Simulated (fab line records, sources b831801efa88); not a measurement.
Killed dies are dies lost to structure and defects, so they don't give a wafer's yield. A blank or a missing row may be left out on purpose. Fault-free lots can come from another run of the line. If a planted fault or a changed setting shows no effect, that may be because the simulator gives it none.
2 desks looking at one fault ; flow sky130 ; only its own numbers are on each desk; what lay behind them is given at the end

## TOOL OWNER'S DESK, pvd sputter-01
The tool's own readings at SKY_LOCAL_INTERCONNECT_SPUTTER_00 (material TiN, target thk 100 nm, time 83.3 s): means of the sampled wafers that have a number, for each lot that ran on this tool. Marked OUT: a lot whose mean sits more than 4 standard deviations from the usual mean, which makes it out of limits; the brackets give that distance.
Columns: A = substrate temp c at SKY_LOCAL_INTERCONNECT_SPUTTER_00, usual 300.00 C; B = throttle valve pct at SKY_LOCAL_INTERCONNECT_SPUTTER_00, usual 30.2 %
lot;first seen here;A;B
L706;day 29 10:10;300.02;29.9
L714;day 32 03:26;299.98;30.5
L715;day 32 11:10;300.18;30.1
L729;day 36 19:13;300.14;30.0
This desk's verdict: no lot among the 4 shows anything out of limits.

## FROM THE METROLOGY DESK
Means of the sampled wafers that have a number, per lot and without regard to the tool the lot ran on: this is what the gauges read. Marked OUT: a lot whose mean sits more than 4 standard deviations from the usual mean, which makes it out of limits; the brackets give that distance.
Columns: A = SD_N_OVL at SKY_SD_N_OVL_MEAS_08, usual -0.5 nm
lot;first seen here;A
L706;day 28 02:40;-0.2
L707;day 28 07:17;0.6
L710;day 29 03:40;-1.9
L709;day 29 04:16;-1.2
L714;day 30 21:01;-0.5
L715;day 31 04:56;0.2
L720;day 32 19:36;-0.5
L721;day 33 06:01;-0.0
L722;day 33 13:23;-0.4
L723;day 34 04:08;0.4
L724;day 34 05:14;1.5
L725;day 34 05:22;-1.5
L727;day 34 21:46;-1.9
L729;day 35 14:04;-2.3
This desk's verdict: no lot among the 14 shows anything out of limits.

## ALL TOGETHER
Nothing out of limits was seen by the tool owner's desk.
At the metrology desk, nothing out of limits was observed.

## WHAT WAS PUT IN BY THE SIMULATOR
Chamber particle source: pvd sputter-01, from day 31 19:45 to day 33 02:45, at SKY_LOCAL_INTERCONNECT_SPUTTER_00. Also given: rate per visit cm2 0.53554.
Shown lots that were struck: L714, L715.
